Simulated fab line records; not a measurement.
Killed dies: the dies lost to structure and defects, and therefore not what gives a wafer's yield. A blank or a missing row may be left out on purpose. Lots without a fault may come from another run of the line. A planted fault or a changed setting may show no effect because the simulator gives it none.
A lot that was struck, set against a sound lot || flow sky130 || 15 steps out of a route of 708
Sound: wafers L129.2, L129.3, L129.4. Wafers struck: L124.1, L124.5, L124.6. The cause is given at the end.
Each step with rows lists, per side, the tool, then ch with its chambers, then its first start. Under that, the readings that differ: sound wafers || struck wafers || difference of the means || sigmas: that difference in standard deviations of wafers without a fault.
alike: same words and numbers on both sides, and readings whose means sit less than 2 such deviations apart. not compared: any withheld reading, any reading some wafer has no value for, any bound like >300 that may hide the same value, and any number with overlapping values for which the record gives no deviation.
A row with sigmas, a row that says differs or no value, or rows on one side alone: a step with any of these is where the two part. When numbers do not overlap yet have no deviation, they are printed without sigmas and do not part them. Lack of a reading on every wafer of one side parts them only where that side has two or more wafers.

SKY_VIA3_CMP_02: polishes SiO2.
  sound on cmp-02 ch 1,2,3, day 45 16:31; struck on cmp-02 ch 0,1, day 44 06:10
  alike: edge_zone_pressure_frac, motor_current_A, slurry_flow_ml_min
SKY_VIA3_BOW_MEAS_03:
  struck on film_metro-04, day 44 06:25; sound on film_metro-02, day 45 16:50
  alike: VIA3_BOW
then, 8 steps without rows for these wafers: SKY_VIA3_DEHYDRATE_04 (time 60 s); SKY_VIA3_HMDS_05 (prime time 60 s); SKY_VIA3_COAT_06 (resist thk 60 nm); SKY_VIA3_COAT_07 (resist thk 450 nm); SKY_VIA3_SOFTBAKE_08 (time 90 s); SKY_VIA3_EXPOSE_09 (exposes mask VIM3, target cd 200 nm); SKY_VIA3_PEB_10; SKY_VIA3_DEVELOP_11 (develop time 60 s).
SKY_VIA3_CD_MEAS_12 targets a cd of 200 nm.
  struck on cd_sem-02, day 45 04:57; sound on cd_sem-01, day 46 12:43
  alike: cd_nm
SKY_VIA3_OVL_MEAS_13:
  struck on overlay-01, day 45 05:04; sound on overlay-01, day 46 12:50
{"reading": "VIA3_OVL (nm)", "sound": "2 0 -2", "struck": "-15 -13 -12", "difference": -13, "sigmas": -2}
SKY_VIA3_ETCH_14: etches BARC in N2/H2, stops on SiO2, time 45.9 s, target depth 60 nm.
  sound on rie_diel-02 ch 1,2,3, day 46 12:52; struck on rie_diel-01 ch 0,2,3, day 45 05:07
{"reading": "bias_w (W)", "sound": "100.0 99.8 100.2", "struck": "102.7 102.9 101.7", "difference": "+2.4", "sigmas": "+8"}
  alike: drypump_motor_current_A, oes_product_au, throttle_valve_pct
  not compared: rf_hours_counter_h
SKY_VIA3_ETCH_15: etches SiO2 in C4F8/O2/Ar, stops on TiN, target depth 507 nm, time 78 s.
  sound on rie_diel-02 ch 1,2,3, day 46 12:54; struck on rie_diel-01 ch 0,2,3, day 45 05:09
  alike: bias_w, oes_product_au
  not compared: rf_hours_counter_h
-- the record jumps here: 5 days lie between the struck wafers' starts before and after (it left off in module VIA3 and takes up again in module PAD_OPEN, whose first step shown is number 708 of the route) --
SKY_PAD_OPEN_PROBE_99:
  struck on prober-02, day 50 08:49; sound on prober-01, day 51 08:53
  alike: defect_limited_yield, killed_at_M0_to_M3, killed_at_M4_up, killed_at_contacts, killed_at_front_end, killed_at_other, killed_dies, killed_open, killed_short, sort_bin_3_pad_short, sort_bin_5_function, sort_bin_6_memory, sort_n_pass, sort_yield_pct

WHERE THEY PART
First at SKY_VIA3_OVL_MEAS_13; last, within this record, at SKY_VIA3_ETCH_14. Later steps at which nothing parts them and some readings are alike: SKY_VIA3_ETCH_15, SKY_PAD_OPEN_PROBE_99.

WHY: what had been put in by the simulator
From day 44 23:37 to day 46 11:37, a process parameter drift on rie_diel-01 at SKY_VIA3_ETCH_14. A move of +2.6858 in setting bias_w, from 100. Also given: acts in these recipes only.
